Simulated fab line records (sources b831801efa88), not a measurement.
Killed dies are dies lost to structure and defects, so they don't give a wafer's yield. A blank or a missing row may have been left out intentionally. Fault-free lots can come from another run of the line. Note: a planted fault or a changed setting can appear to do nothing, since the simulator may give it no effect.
Matching of chambers / flow gf180mcu / 4 sister chambers for GF_V2_CMP_26 on cmp-02
The step polishes, stops on SiO2, t overpolish 15 s, target thk 0 nm. 14 wafers are shown with their chamber, then 7 later ones without.

== EACH WAFER AND ITS CHAMBER ==
wafer=L161.1; chamber=1; motor current A (A)=12.1; time to endpoint s (s)=85; overpolish run s (s)=15.010
wafer=L161.2; chamber=2; motor current A (A)=10.7; time to endpoint s (s)=85; overpolish run s (s)=14.997
wafer=L161.5; chamber=2; motor current A (A)=10.3; time to endpoint s (s)=84; overpolish run s (s)=14.989
wafer=L158.1; chamber=1; motor current A (A)=12.4; time to endpoint s (s)=83; overpolish run s (s)=15.004
wafer=L158.4; chamber=2; motor current A (A)=10.7; time to endpoint s (s)=86; overpolish run s (s)=14.987
wafer=L158.5; chamber=0; motor current A (A)=11.4; time to endpoint s (s)=93; overpolish run s (s)=15.006
wafer=L162.1; chamber=3; motor current A (A)=13.2; time to endpoint s (s)=78; overpolish run s (s)=15.002
wafer=L162.3; chamber=0; motor current A (A)=11.2; time to endpoint s (s)=85; overpolish run s (s)=14.977
wafer=L162.5; chamber=2; motor current A (A)=10.6; time to endpoint s (s)=81; overpolish run s (s)=14.995
wafer=L163.3; chamber=3; motor current A (A)=13.1; time to endpoint s (s)=84; overpolish run s (s)=14.981
wafer=L163.4; chamber=1; motor current A (A)=11.5; time to endpoint s (s)=88; overpolish run s (s)=14.986
wafer=L163.6; chamber=0; motor current A (A)=10.8; time to endpoint s (s)=92; overpolish run s (s)=15.003
wafer=L168.2; chamber=3; motor current A (A)=13.7; time to endpoint s (s)=83; overpolish run s (s)=15.012
wafer=L168.3; chamber=1; motor current A (A)=12.0; time to endpoint s (s)=84; overpolish run s (s)=14.998

SIGNATURES, as means of the wafers listed above
reading=motor current A; chamber 0=11.133; chamber 1=12.000; chamber 2=10.575; chamber 3=13.333; scatter within a chamber=0.303
reading=time to endpoint s; chamber 0=90.00; chamber 1=85.00; chamber 2=84.00; chamber 3=81.67; scatter within a chamber=2.94
reading=overpolish run s; chamber 0=14.99533; chamber 1=14.99950; chamber 2=14.99200; chamber 3=14.99833; scatter within a chamber=0.0118
Rule: a wafer lies at a distance from a chamber equal to the root of the sum of squares, over the readings, of (its reading less the chamber's mean, divided by the reading's scatter). If the next closest chamber is less than 2 further off than the closest, the wafer can't be placed; otherwise it belongs to the closest. The scatter is the square root of a quotient: the sum, over the shown wafers, of each reading's squared deviation from its chamber's mean, divided by wafers minus chambers.

== WAFERS WITH NO CHAMBER GIVEN ==
wafer=L168.6; motor current A (A)=13.5; time to endpoint s (s)=78; overpolish run s (s)=15.023
wafer=L178.1; motor current A (A)=10.9; time to endpoint s (s)=85; overpolish run s (s)=14.993
wafer=L178.5; motor current A (A)=13.2; time to endpoint s (s)=82; overpolish run s (s)=15.011
wafer=L178.6; motor current A (A)=10.6; time to endpoint s (s)=89; overpolish run s (s)=14.995
wafer=L181.3; motor current A (A)=10.4; time to endpoint s (s)=85; overpolish run s (s)=14.998
wafer=L181.4; motor current A (A)=12.9; time to endpoint s (s)=80; overpolish run s (s)=15.001
wafer=L181.6; motor current A (A)=10.9; time to endpoint s (s)=80; overpolish run s (s)=15.015

== EACH ONE'S CHAMBER ==
wafer=L168.6; from the rows above=3; in truth=3
wafer=L178.1; from the rows above=can't be placed: 2 or 0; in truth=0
wafer=L178.5; from the rows above=3; in truth=3
wafer=L178.6; from the rows above=can't be placed: 2 or 0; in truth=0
wafer=L181.3; from the rows above=2; in truth=2
wafer=L181.4; from the rows above=can't be placed: 3 or 1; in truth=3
wafer=L181.6; from the rows above=can't be placed: 2 or 0 or 1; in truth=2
Placed correctly: 3 of 7. These rows do not allow placing 4 (true chamber among the candidates in 4). Wrongly placed: 0.
